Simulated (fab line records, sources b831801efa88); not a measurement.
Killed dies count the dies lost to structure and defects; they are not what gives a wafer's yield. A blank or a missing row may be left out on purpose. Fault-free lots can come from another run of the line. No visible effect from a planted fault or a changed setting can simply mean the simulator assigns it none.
Check for tools in common    flow sky130    12 lots and 45 wafers in the sample

== WHAT PROMPTED THE OPENING ==
Of 12 lots, 3 have the reading SONOS_ONO_CVD_04_THK flagged at SKY_SONOS_ONO_THK_MEAS_05. Wafers without a fault read 5.67 nm, standard deviation 0.098.
Rule: a lot is flagged in two cases, either no wafer of it has a number, or all its wafers with numbers fall more than 4 standard deviations from that mean. All remaining lots are regarded as sound.

lot   measured      on             SONOS_ONO_CVD_04_THK (nm), wafer by wafer  flag
L199  day 11 15:35  film_metro-03  5.69 5.88 5.86                             
L198  day 11 15:36  film_metro-04  5.92 5.83 5.77                             
L200  day 12 08:50  film_metro-02  5.75 5.71 5.68                             
L202  day 13 08:19  film_metro-04  5.48 5.52 5.53                             
L203  day 13 08:19  film_metro-03  5.66 5.76 5.71                             
L205  day 14 01:48  film_metro-04  5.67 5.59 5.60                             
L210  day 15 16:58  film_metro-03  6.95 7.03 6.98 6.92 6.94 7.05              FLAGGED
L211  day 15 21:39  film_metro-04  7.00 6.99 7.08 6.98 6.97 7.07              FLAGGED
L212  day 16 09:01  film_metro-02  6.85 6.84 6.81 6.82 6.88 6.87              FLAGGED
L219  day 18 20:52  film_metro-03  5.67 5.83 5.75                             
L220  day 18 20:52  film_metro-02  5.66 5.57 5.60                             
L221  day 19 11:28  film_metro-02  5.70 5.82 5.66                             
The mean of the flagged lots' numbers is 6.95 nm, +1.28 nm from the usual (+13 standard deviations).

== LOT BY LOT: THE TOOL USED ==
3 process steps preceding the reading are held in the record, out of 708 steps in the route. In each cell: the tool, then ch and the chambers that the sampled wafers went through, then the start.
lot   flag     SKY_VT_ADJUST_LVTN_STRIP_09           SKY_VT_ADJUST_LVTN_STRIP_20           SKY_SONOS_ONO_CVD_04
L199           plasma_asher-01 ch 0,1, day 7 01:26   plasma_asher-04 ch 0,1, day 7 18:32   lpcvd-03 ch 0, day 11 14:20
L198           plasma_asher-04 ch 0,1, day 6 21:19   plasma_asher-01 ch 0,1, day 7 16:58   lpcvd-03 ch 1, day 11 14:20
L200           plasma_asher-01 ch 0,1, day 7 12:02   plasma_asher-04 ch 0,1, day 8 08:49   lpcvd-03 ch 1, day 12 07:35
L202           plasma_asher-01 ch 0,1, day 8 06:47   plasma_asher-02 ch 0,1, day 9 04:34   lpcvd-03 ch 1, day 13 07:04
L203           plasma_asher-02 ch 0,1, day 8 07:08   plasma_asher-01 ch 0,1, day 9 04:52   lpcvd-03 ch 1, day 13 07:04
L205           plasma_asher-02 ch 0,1, day 8 20:38   plasma_asher-01 ch 0,1, day 9 18:35   lpcvd-03 ch 1, day 14 00:33
L210  FLAGGED  plasma_asher-02 ch 0,1, day 10 07:16  plasma_asher-02 ch 0,1, day 11 05:40  lpcvd-03 ch 0, day 15 15:41
L211  FLAGGED  plasma_asher-01 ch 0, day 10 09:20    plasma_asher-04 ch 0,1, day 11 08:28  lpcvd-03 ch 1, day 15 20:23
L212  FLAGGED  plasma_asher-02 ch 0,1, day 10 11:52  plasma_asher-02 ch 0,1, day 11 11:52  lpcvd-03 ch 1, day 16 07:44
L219           plasma_asher-02 ch 0,1, day 12 19:23  plasma_asher-01 ch 0,1, day 13 20:40  lpcvd-03 ch 1, day 18 19:37
L220           plasma_asher-02 ch 0,1, day 12 20:22  plasma_asher-01 ch 0,1, day 13 21:37  lpcvd-03 ch 0, day 18 19:37
L221           plasma_asher-04 ch 0,1, day 13 11:50  plasma_asher-01 ch 0,1, day 14 13:38  lpcvd-03 ch 0, day 19 10:13
These steps, and what they do:
- SKY_VT_ADJUST_LVTN_STRIP_09: strips in O2/N2.
- SKY_VT_ADJUST_LVTN_STRIP_20: strips in O2/N2.
- SKY_SONOS_ONO_CVD_04: deposits SiO2 from SiH4/N2O, target thk 5.7199 nm.
- SKY_SONOS_ONO_THK_MEAS_05

== FLAGGED OVER TOTAL, TOOL BY TOOL (the gauges that took the reading come last) ==
step                         tool             lots run  flagged  share of the flagged lots  sound lots run after its first flagged lot
SKY_VT_ADJUST_LVTN_STRIP_09  plasma_asher-01  4         1        some                       0
SKY_VT_ADJUST_LVTN_STRIP_09  plasma_asher-02  6         2        some                       2 (L219,L220)
SKY_VT_ADJUST_LVTN_STRIP_09  plasma_asher-04  2         0        none                       -
SKY_VT_ADJUST_LVTN_STRIP_20  plasma_asher-01  6         0        none                       -
SKY_VT_ADJUST_LVTN_STRIP_20  plasma_asher-02  3         2        some                       0
SKY_VT_ADJUST_LVTN_STRIP_20  plasma_asher-04  3         1        some                       0
SKY_SONOS_ONO_CVD_04         lpcvd-03         12        3        all                        3 (L219,L220,L221)
SKY_SONOS_ONO_THK_MEAS_05    film_metro-02    4         1        some                       2 (L220,L221)
SKY_SONOS_ONO_THK_MEAS_05    film_metro-03    4         1        some                       1 (L219)
SKY_SONOS_ONO_THK_MEAS_05    film_metro-04    4         1        some                       0

== WHAT THE TABLE ALLOWS ==
1 row of the table ran every flagged lot: lpcvd-03 at SKY_SONOS_ONO_CVD_04.
- lpcvd-03 at SKY_SONOS_ONO_CVD_04: 3 of its 12 lots flagged. Sound lots ran on it after the first flagged one (L219, L220, L221), which a lasting fault on the whole tool wouldn't allow.
None of the table's rows ran every flagged lot and, after the first, no sound lot.

== WHAT THE SIMULATOR HAD PUT IN ==
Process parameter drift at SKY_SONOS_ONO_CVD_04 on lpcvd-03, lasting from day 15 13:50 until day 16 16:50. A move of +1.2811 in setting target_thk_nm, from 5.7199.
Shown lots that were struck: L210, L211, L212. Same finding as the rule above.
